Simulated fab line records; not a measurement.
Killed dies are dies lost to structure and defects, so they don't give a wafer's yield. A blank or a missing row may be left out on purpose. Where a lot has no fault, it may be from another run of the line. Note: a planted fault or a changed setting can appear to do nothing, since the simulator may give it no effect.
fab line records	flow sky130
record lots=6	wafers=18	last-day=50
route steps=708 shown CONTACT@425 METAL1@434
lots with no fault: from the same line, run without faults
start-h: the number of hours between the record's first day and the start of the first shown wafer of the lot	wait-h: time in hours since the lot's previous step	" unchanged from the row above	L1.1+2: a single row standing in for several wafers	- value missing, or start not given	* or withheld: withheld	< > ~ a bound
route shown NAME@n: names a module that has steps shown in the file, with the first one's number in the route	usual: average and standard deviation across the fault-free wafers	same: alike in all rows	chamber/n: place in a boat	sites: each site's reading	_std_site: standard deviation across them	_edge_site: outer sites' mean less inner sites'	radius-mm: for every site, how far away it sits from the centre of the wafer	mask NAME#n: copy n	behind: the most recent tool/chamber to have shaped the wafer	hold: why the lot went on hold/how many hours it stayed there/how the hold came to an end	device: the n, p or np transistor that did not switch	end of line: the same wafers' tests at the end of the route	a step without rows: its recipe alone	killed: at the first sort, the dies lost to defects and structure; wafer yield is something else	map: a wafer's dies, x killed, . not, _ none there
set.NAME: the run value of the setting; set.NAME@STEP: its run value at that earlier step	model.NAME: the simulator's own value behind a step, which no gauge read
lots seen at some steps along the route; tables by step, rows by wafer
services: a tool's chamber out of use, with start hour (start-h, from the record's first day; less than 0 if before it), hours out, and reason
## steps
# step SKY_CONTACT_STRIP_19
# recipe chemistry=O2/N2	power-w=1400	pressure-mtorr=1500	platen-temp-c=withheld	o2-flow-sccm=3000	n2-flow-sccm=300	overash-fraction=0.5
# usual drypump-motor-current-A=5.6/0.31	oes-product-au=0.381/0.0052	strip-time-to-endpoint-s=3.628/0.027
lot.wafer	tool	chamber	start-h	wait-h	drypump-motor-current-A	oes-product-au	rf-hours-counter-h	strip-time-to-endpoint-s
L216.2	plasma-asher-04	0	743.85	-	5.2	0.380	93	3.609
L216.3	"	0	"	"	5.2	0.379	-	3.592
L216.4	"	1	"	"	5.7	0.367	-	3.648
L219.2	plasma-asher-04	1	768.36	-	5.7	0.385	96	3.652
L219.5	"	1	"	"	5.7	0.375	-	3.659
L219.6	"	0	"	"	5.2	0.388	-	3.679
L226.1	plasma-asher-04	0	818.57	-	5.2	0.379	101	3.582
L226.5	"	1	"	"	5.7	0.384	-	3.610
L226.6	"	0	"	"	5.2	0.382	-	3.627
L227.2	plasma-asher-01	0	822.82	-	5.7	0.372	66	3.595
L227.3	"	0	"	"	5.7	0.373	-	3.604
L227.4	"	1	"	"	6.1	0.378	-	3.602
L233.2	plasma-asher-01	0	873.63	-	5.7	0.388	71	3.647
L233.4	"	1	"	"	6.1	0.384	-	3.608
L233.6	"	0	"	"	5.7	0.392	-	3.648
L235.1	plasma-asher-03	0	891.91	-	5.2	0.381	44	3.677
L235.3	"	0	"	"	5.2	0.392	-	3.670
L235.4	"	1	"	"	5.7	0.386	-	3.611
# step SKY_CONTACT_STRIP_20
# recipe chemistry=post-etch-residue-remover	time-s=1200	temp-c=72.5
# step SKY_CONTACT_CLEAN_21
# recipe chemistry=IPA	time-s=180	temp-c=25
# step SKY_CONTACT_CLEAN_22
# recipe chemistry=O3/DIW	dry=n2-spin
# step SKY_CONTACT_SPUTTER_23
# recipe material=TiN	target-thk-nm=20	chamber-pressure-pa=5	power-w=4000	time-s=80
# usual chamber-pressure-pa=4.999/0.0099	throttle-valve-pct=30.4/1.4
lot.wafer	tool	chamber	start-h	wait-h	chamber-pressure-pa	throttle-valve-pct
L216.2	pvd-sputter-01	-	744.53	0.0	4.992	31.8
L216.3	"	-	"	"	4.980	29.8
L216.4	"	-	"	"	5.003	32.2
L219.2	pvd-sputter-04	-	768.99	0.0	4.998	27.9
L219.5	"	-	"	"	4.995	31.6
L219.6	"	-	"	"	4.991	27.8
L226.1	pvd-sputter-03	-	819.17	0.0	5.011	29.3
L226.5	"	-	"	"	5.010	29.5
L226.6	"	-	"	"	4.997	28.9
L227.2	pvd-sputter-01	-	823.42	0.0	5.000	29.8
L227.3	"	-	"	"	4.990	31.8
L227.4	"	-	"	"	4.999	32.1
L233.2	pvd-sputter-03	-	874.26	0.0	5.001	30.1
L233.4	"	-	"	"	5.012	29.2
L233.6	"	-	"	"	5.003	30.1
L235.1	pvd-sputter-03	-	892.50	0.0	4.974	30.0
L235.3	"	-	"	"	4.998	28.9
L235.4	"	-	"	"	4.991	28.7
# step SKY_CONTACT_CVD_24
# recipe material=W	target-thk-nm=340	time-s=102.12	temp-c=400	pressure-torr=40
# usual heater-power-w=854/95
lot.wafer	tool	chamber	start-h	wait-h	heater-power-w
L216.2	cvd-w-02	0	744.59	0.0	735
L216.3	"	1	"	"	953
L216.4	"	0	"	"	747
L219.2	cvd-w-02	0	769.05	0.0	742
L219.5	"	1	"	"	950
L219.6	"	0	"	"	752
L226.1	cvd-w-01	0	819.23	0.0	962
L226.5	"	0	"	"	947
L226.6	"	1	"	"	793
L227.2	cvd-w-01	1	823.48	0.0	777
L227.3	"	1	"	"	787
L227.4	"	0	"	"	954
L233.2	cvd-w-01	1	874.32	0.0	759
L233.4	"	1	"	"	779
L233.6	"	1	"	"	782
L235.1	cvd-w-02	0	892.56	0.0	714
L235.3	"	1	"	"	928
L235.4	"	0	"	"	740
# step SKY_CONTACT_RS_MEAS_25
# recipe thk-meas-gauge=four-point-probe	reads=W_of_CONTACT_CVD_24+TiN_of_CONTACT_SPUTTER_23
# usual CONTACT_W_RS=0.341/0.0038
lot.wafer	tool	chamber	start-h	wait-h	CONTACT_W_RS[ohm/sq]
L216.2	film-metro-01	-	744.72	0.1	0.336
L216.3	"	-	"	"	0.338
L216.4	"	-	"	"	0.337
L219.2	film-metro-02	-	769.18	0.1	0.338
L219.5	"	-	"	"	0.338
L219.6	"	-	"	"	0.339
L226.1	film-metro-01	-	819.34	0.1	0.345
L226.5	"	-	"	"	0.344
L226.6	"	-	"	"	0.344
L227.2	film-metro-03	-	823.61	0.1	0.342
L227.3	"	-	"	"	0.342
L227.4	"	-	"	"	0.341
L233.2	film-metro-02	-	874.45	0.1	0.339
L233.4	"	-	"	"	0.339
L233.6	"	-	"	"	0.336
L235.1	film-metro-02	-	892.67	0.1	0.340
L235.3	"	-	"	"	0.346
L235.4	"	-	"	"	0.341
# step SKY_CONTACT_THK_MEAS_26
# recipe thk-meas-gauge=xrf	reads=W_of_CONTACT_CVD_24
# usual CONTACT_W_THK=346/4.5
lot.wafer	tool	chamber	start-h	wait-h	CONTACT_W_THK[nm]
L216.2	film-metro-01	-	744.83	0.1	349
L216.3	"	-	"	"	349
L216.4	"	-	"	"	349
L219.2	film-metro-02	-	769.29	0.1	347
L219.5	"	-	"	"	350
L219.6	"	-	"	"	346
L226.1	film-metro-01	-	819.46	0.1	341
L226.5	"	-	"	"	341
L226.6	"	-	"	"	338
L227.2	film-metro-03	-	823.72	0.1	343
L227.3	"	-	"	"	345
L227.4	"	-	"	"	344
L233.2	film-metro-02	-	874.56	0.1	347
L233.4	"	-	"	"	345
L233.6	"	-	"	"	350
L235.1	film-metro-02	-	892.79	0.1	352
L235.3	"	-	"	"	346
L235.4	"	-	"	"	353
# step SKY_CONTACT_CMP_27
# recipe stop-on=SiO2	t-overpolish-s=15	down-force-psi=3.5	platen-rpm=60	target-thk-nm=0	pad-velocity-m-s=0.94248
# step SKY_METAL1_SPUTTER_00
# recipe material=Ti	target-thk-nm=15	power-w=3000	time-s=10	chamber-pressure-pa=0.4
# step SKY_METAL1_SPUTTER_01
# recipe material=TiN	target-thk-nm=20	power-w=6500	time-s=16.7	chamber-pressure-pa=0.4
# usual chamber-pressure-pa=0.3998/0.001	throttle-valve-pct=30.1/1.4
lot.wafer	tool	chamber	start-h	wait-h	chamber-pressure-pa	throttle-valve-pct
L216.2	pvd-sputter-02	-	745.42	0.0	0.3994	30.4
L216.3	"	-	"	"	0.4021	28.6
L216.4	"	-	"	"	0.3976	29.4
L219.2	pvd-sputter-01	-	769.66	0.0	0.3990	32.0
L219.5	"	-	"	"	0.3985	32.1
L219.6	"	-	"	"	0.3991	31.8
L226.1	pvd-sputter-04	-	819.97	0.0	0.3990	31.1
L226.5	"	-	"	"	0.3991	31.7
L226.6	"	-	"	"	0.3984	27.8
L227.2	pvd-sputter-02	-	824.09	0.0	0.3985	29.5
L227.3	"	-	"	"	0.3997	28.3
L227.4	"	-	"	"	0.3998	28.3
L233.2	pvd-sputter-04	-	874.93	0.0	0.3995	27.7
L233.4	"	-	"	"	0.4006	31.5
L233.6	"	-	"	"	0.3984	31.0
L235.1	pvd-sputter-04	-	893.17	0.0	0.4008	27.7
L235.3	"	-	"	"	0.4004	30.3
L235.4	"	-	"	"	0.3994	31.6
# step SKY_METAL1_SPUTTER_02
# recipe material=AlCu	target-thk-nm=250	power-w=10600	time-s=13.3	chamber-pressure-pa=0.4
# usual chamber-pressure-pa=0.4000/0.00088	throttle-valve-pct=30.1/1.5
lot.wafer	tool	chamber	start-h	wait-h	chamber-pressure-pa	throttle-valve-pct
L216.2	pvd-sputter-02	-	745.45	0.0	0.4008	30.5
L216.3	"	-	"	"	0.3998	28.6
L216.4	"	-	"	"	0.3991	29.6
L219.2	pvd-sputter-01	-	769.69	0.0	0.4006	32.0
L219.5	"	-	"	"	0.4012	32.3
L219.6	"	-	"	"	0.4003	31.8
L226.1	pvd-sputter-04	-	819.99	0.0	0.4008	30.9
L226.5	"	-	"	"	0.4000	31.7
L226.6	"	-	"	"	0.4001	27.8
L227.2	pvd-sputter-02	-	824.11	0.0	0.3998	29.4
L227.3	"	-	"	"	0.4014	28.6
L227.4	"	-	"	"	0.4009	28.5
L233.2	pvd-sputter-04	-	874.96	0.0	0.3999	27.7
L233.4	"	-	"	"	0.3972	31.8
L233.6	"	-	"	"	0.3999	31.2
L235.1	pvd-sputter-04	-	893.20	0.0	0.3997	27.5
L235.3	"	-	"	"	0.3991	30.4
L235.4	"	-	"	"	0.3990	31.6
# step SKY_METAL1_SPUTTER_03
# recipe material=Ti	target-thk-nm=5	power-w=3000	time-s=3.3	chamber-pressure-pa=0.4
# usual chamber-pressure-pa=0.3999/0.00073	throttle-valve-pct=30.1/1.4
lot.wafer	tool	chamber	start-h	wait-h	chamber-pressure-pa	throttle-valve-pct	model.Ti_of_METAL1_SPUTTER_03.thk-nm
L216.2	pvd-sputter-02	-	745.47	0.0	0.3994	30.3	4.985
L216.3	"	-	"	"	0.3999	28.4	4.78
L216.4	"	-	"	"	0.3992	29.6	4.977
L219.2	pvd-sputter-01	-	769.71	0.0	0.4011	32.0	5.018
L219.5	"	-	"	"	0.4001	32.3	4.832
L219.6	"	-	"	"	0.3994	32.1	5.038
L226.1	pvd-sputter-04	-	820.02	0.0	0.3996	31.2	4.873
L226.5	"	-	"	"	0.3987	31.6	4.809
L226.6	"	-	"	"	0.4000	27.6	4.791
L227.2	pvd-sputter-02	-	824.14	0.0	0.4011	29.2	4.97
L227.3	"	-	"	"	0.3994	28.3	4.741
L227.4	"	-	"	"	0.4003	28.7	5.067
L233.2	pvd-sputter-04	-	874.98	0.0	0.4006	27.8	7.102
L233.4	"	-	"	"	0.4003	31.9	7.2
L233.6	"	-	"	"	0.4009	31.0	7.287
L235.1	pvd-sputter-04	-	893.22	0.0	0.3994	27.5	7.196
L235.3	"	-	"	"	0.4003	30.3	7.261
L235.4	"	-	"	"	0.3998	31.5	7.172
# step SKY_METAL1_SPUTTER_04
# recipe material=TiN	target-thk-nm=70	power-w=6430	time-s=58.3	chamber-pressure-pa=0.4
## services
tool	chamber	start-h	hours	kind
pvd-sputter-02	-	720.30	2.0	repair
cvd-w-01	-	721.13	0.6	repair
pvd-sputter-03	-	727.97	2.6	repair
plasma-asher-04	-	730.81	11.1	repair
cvd-w-02	-	731.80	0.9	repair
plasma-asher-01	-	741.95	15.6	pm
plasma-asher-03	-	744.24	3.9	repair
plasma-asher-03	-	749.64	1.1	repair
plasma-asher-03	-	767.87	2.1	repair
plasma-asher-03	-	786.20	2.8	pm
plasma-asher-03	-	814.89	5.7	repair
plasma-asher-01	-	818.23	2.8	pm
pvd-sputter-01	0	830.27	-	consumable-replace:kit
pvd-sputter-01	0	830.27	18.0	scheduled-down
pvd-sputter-01	0	830.27	18.0	vent-cycle
plasma-asher-04	-	838.84	1.2	repair
cvd-w-01	-	851.67	2.8	pm
pvd-sputter-03	-	860.00	0.5	repair
pvd-sputter-01	-	874.15	2.3	repair
pvd-sputter-02	2	883.49	-	consumable-replace:kit
pvd-sputter-02	2	883.49	18.0	scheduled-down
pvd-sputter-02	2	883.49	18.0	vent-cycle
## key
first-sign none at tools or gauges
model-effect step=SKY_METAL1_SPUTTER_03	value=Ti_of_METAL1_SPUTTER_03.thk-nm	without=5.03	struck=7.203
met-at SKY_METAL1_SPUTTER_03
struck-wafers L233.2,L233.4,L233.6,L235.1,L235.3,L235.4
onset-between 820.02 874.98
also-fits time
fault kind=process-parameter-drift	tool=pvd-sputter-04	chamber=-	onset-h=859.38	steps=SKY_METAL1_SPUTTER_03	channel=target-thk-nm	offset=2.1727	shape=step	end-h=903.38	acts-in=these-recipes-only	stated=5
